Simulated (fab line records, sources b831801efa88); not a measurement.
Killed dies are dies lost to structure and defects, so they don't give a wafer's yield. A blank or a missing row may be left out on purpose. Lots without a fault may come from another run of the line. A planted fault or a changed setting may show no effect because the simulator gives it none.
fab line records | flow sky130
record lots=6 wafers=18 last_day=51
route steps=708 shown SONOS_TUNNEL@166 SONOS_ONO@168
lots that met no fault: from a run of the same line without faults
start_h: hours from the record's first day to the start of the lot's first wafer shown | wait_h: hours since the lot's step before | " the same as in the row above | L1.1+2: a row that stands for several wafers | - no value, or no start given | * or withheld: withheld | < > ~ a bound
route shown NAME@n: a module of which the file shows steps, and the number in the route of the first | usual: mean/standard deviation of fault-free wafers | same: alike in all rows | chamber/n: place in a boat | sites: the reading at each site | _std_site: their standard deviation | _edge_site: outer sites' mean less inner sites' | radius_mm: how far each site lies from the wafer's centre | mask NAME#n: copy n | behind: the tool/chamber that last shaped the wafer | hold: why the lot was held/for how many hours/how that ended | device: the transistor (n, p or np) that didn't switch | end of line: the same wafers' tests at the end of the route | a step without rows: its recipe alone | killed: dies lost to structure and defects at the first sort, not the wafer's yield | map: a wafer's dies, x killed, . not, _ none there
set.NAME: the setting as run; set.NAME@STEP: as run at that earlier step | model.NAME: the simulator's own value behind a step, which no gauge read
lots at some steps of the route; a table a step, a row a wafer
services: from which hour (start_h, from the record's first day; less than 0 if before it) a tool's chamber was out of use, for how many hours, and why
## steps
# step SKY_SONOS_TUNNEL_TW_MEAS_12
# usual SONOS_TUNNEL_TW=197.5/1.2
# columns lot.wafer tool chamber start_h wait_h SONOS_TUNNEL_TW
L358.2 film_metro-03 - 265.71 0.0 199.6
L358.3 " - " " 199.1
L358.6 " - " " 198.6
L360.1 film_metro-01 - 285.15 0.0 196.8
L360.2 " - " " 196.0
L360.6 " - " " 195.3
L367.1 film_metro-01 - 337.69 0.0 194.6
L367.2 " - " " 195.5
L367.5 " - " " 196.1
L368.3 film_metro-03 - 338.12 0.0 196.9
L368.4 " - " " 198.7
L368.6 " - " " 197.5
L372.2 film_metro-01 - 397.20 0.0 195.8
L372.5 " - " " 195.9
L372.6 " - " " 196.8
L378.1 film_metro-03 - 432.26 0.0 198.3
L378.2 " - " " 198.7
L378.3 " - " " 199.1
# step SKY_SONOS_TUNNEL_CLEAN_13
# recipe chemistry=dHF time_s=20 dilution=100:1 dry=ipa_marangoni
# step SKY_SONOS_ONO_OXIDATION_00
# recipe temp_c=800 ambient=O2 idle_temp_c=700 ramp_up_c_per_min=10 ramp_down_c_per_min=3 stabilise_s=600 purge_s=300 target_thk_a=26 ox_time_s=1249
# step SKY_SONOS_ONO_THK_MEAS_01
# recipe reads=SiO2_of_SONOS_ONO_OXIDATION_00
# usual SONOS_ONO_OXIDATION_THK=2.60/0.069
# columns lot.wafer tool chamber start_h wait_h SONOS_ONO_OXIDATION_THK[nm]
L358.2 film_metro-01 - 267.92 0.0 2.54
L358.3 " - " " 2.53
L358.6 " - " " 2.54
L360.1 film_metro-02 - 286.83 0.0 2.53
L360.2 " - " " 2.55
L360.6 " - " " 2.58
L367.1 film_metro-01 - 339.51 0.0 2.60
L367.2 " - " " 2.63
L367.5 " - " " 2.62
L368.3 film_metro-03 - 340.88 0.0 2.63
L368.4 " - " " 2.56
L368.6 " - " " 2.61
L372.2 film_metro-01 - 398.62 0.0 2.57
L372.5 " - " " 2.54
L372.6 " - " " 2.59
L378.1 film_metro-03 - 435.18 0.0 2.69
L378.2 " - " " 2.64
L378.3 " - " " 2.63
# step SKY_SONOS_ONO_CVD_02
# recipe material=Si3N4 precursor=DCS/NH3 target_thk_nm=10.5 temp_c=770 time_s=180 pressure_mtorr=250
# step SKY_SONOS_ONO_THK_MEAS_03
# recipe reads=Si3N4_of_SONOS_ONO_CVD_02
# usual SONOS_ONO_CVD_02_THK=10.41/0.12
# columns lot.wafer tool chamber start_h wait_h SONOS_ONO_CVD_02_THK[nm]
L358.2 film_metro-01 - 269.54 0.0 10.48
L358.3 " - " " 10.40
L358.6 " - " " 10.28
L360.1 film_metro-03 - 290.72 0.0 10.48
L360.2 " - " " 10.29
L360.6 " - " " 10.32
L367.1 film_metro-01 - 340.62 0.0 10.26
L367.2 " - " " 10.23
L367.5 " - " " 10.35
L368.3 film_metro-03 - 341.99 0.0 10.13
L368.4 " - " " 10.14
L368.6 " - " " 10.29
L372.2 film_metro-02 - 399.73 0.0 10.32
L372.5 " - " " 10.49
L372.6 " - " " 10.53
L378.1 film_metro-03 - 438.08 0.0 10.50
L378.2 " - " " 10.43
L378.3 " - " " 10.31
# step SKY_SONOS_ONO_CVD_04
# recipe material=SiO2 precursor=SiH4/N2O target_thk_nm=5.7199 temp_c=900 pressure_mtorr=400
# step SKY_SONOS_ONO_THK_MEAS_05
# recipe reads=SiO2_of_SONOS_ONO_CVD_04
# usual SONOS_ONO_CVD_04_THK=5.68/0.11
# columns lot.wafer tool chamber start_h wait_h SONOS_ONO_CVD_04_THK[nm]
L358.2 film_metro-03 - 271.47 0.0 5.96
L358.3 " - " " 5.89
L358.6 " - " " 5.92
L360.1 film_metro-03 - 292.03 0.0 5.71
L360.2 " - " " 5.69
L360.6 " - " " 5.71
L367.1 film_metro-01 - 341.93 0.0 5.85
L367.2 " - " " 5.70
L367.5 " - " " 5.70
L368.3 film_metro-01 - 343.30 0.0 5.54
L368.4 " - " " 5.59
L368.6 " - " " 5.56
L372.2 film_metro-01 - 401.04 0.0 5.91
L372.5 " - " " 5.78
L372.6 " - " " 5.86
L378.1 film_metro-01 - 439.39 0.0 5.53
L378.2 " - " " 5.53
L378.3 " - " " 5.51
# step SKY_SONOS_ONO_DEHYDRATE_06
# recipe temp_c=200 time_s=60
# step SKY_SONOS_ONO_HMDS_07
# recipe prime_time_s=60 prime_temp_c=120
# step SKY_SONOS_ONO_COAT_08
# recipe resist=NOVOLAK spin_rpm=3000 resist_thk_nm=1140
# step SKY_SONOS_ONO_SOFTBAKE_09
# recipe temp_c=90 time_s=60 resist=NOVOLAK
# step SKY_SONOS_ONO_EXPOSE_10
# recipe mask_id=ONOM target_cd_nm=410 na=0.6 source_shape=conventional sigma_outer=0.6 dose_mj=150
# usual exposure_dose_mJ_cm2=149.95/0.15 focus_offset_nm=0.0/0.49
# columns lot.wafer tool chamber start_h wait_h mask exposure_dose_mJ_cm2 focus_offset_nm
L358.2 iline_stepper-02 0 284.47 - ONOM#0 149.87 0.0
L358.3 " 0 " " ONOM#0 149.81 -0.2
L358.6 " 0 " " ONOM#0 149.85 -0.3
L360.1 iline_stepper-02 0 304.71 - ONOM#0 149.89 0.2
L360.2 " 0 " " ONOM#0 149.93 -0.1
L360.6 " 0 " " ONOM#0 149.91 0.7
L367.1 iline_stepper-02 - 355.38 - ONOM#0 - -
L367.2 " - " " ONOM#0 - -
L367.5 " - " " ONOM#0 - -
L368.3 iline_stepper-02 - 357.06 - ONOM#0 - -
L368.4 " - " " ONOM#0 - -
L368.6 " - " " ONOM#0 - -
L372.2 iline_stepper-01 0 415.22 - ONOM#0 150.01 -0.4
L372.5 " 0 " " ONOM#0 149.80 0.0
L372.6 " 0 " " ONOM#0 149.76 0.5
L378.1 iline_stepper-02 0 454.95 - ONOM#0 149.94 0.4
L378.2 " 0 " " ONOM#0 150.13 -0.6
L378.3 " 0 " " ONOM#0 150.08 -0.4
# step SKY_SONOS_ONO_PEB_11
# recipe temp_c=withheld time_s=* resist=NOVOLAK
## services
# columns tool chamber start_h hours kind
iline_stepper-01 - 279.14 1.9 repair
iline_stepper-02 0 293.36 - calibration
iline_stepper-01 - 402.36 - consumable_replace:lamp
iline_stepper-02 - 436.91 1.7 pm
iline_stepper-01 0 451.86 - calibration
## key
first_sign step=SKY_SONOS_ONO_EXPOSE_10 reading=tool_record direction=missing
effect none on later readings
met_at SKY_SONOS_ONO_EXPOSE_10
struck_wafers L367.1,L367.2,L367.5,L368.3,L368.4,L368.6
later_rows_left_out L367.1,L367.2,L367.5,L368.3,L368.4,L368.6
sort_left_out L367.1,L367.2,L367.5,L368.3,L368.4,L368.6
tester_left_out L367,L368
onset_between 304.71 355.38
fault kind=skipped_step_whole tool=iline_stepper-02 chamber=- onset_h=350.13 steps=SKY_SONOS_ONO_EXPOSE_10 scope=struck_lots_only
# tester_left_out: of these lots the tester's yield and bins aren't shown, on N5 and GAA mostly nor the transistor test; their killed dies are dies lost to structure and defects alone, not to doping, threshold or leakage, so they don't give the yield
# sort_left_out: the simulated sort isn't trusted on such a fault, so these wafers' sort isn't shown, and their yield isn't known
# later_rows_left_out: the simulator's readings of these wafers behind a module that went badly wrong aren't trusted and aren't shown, but for the sort
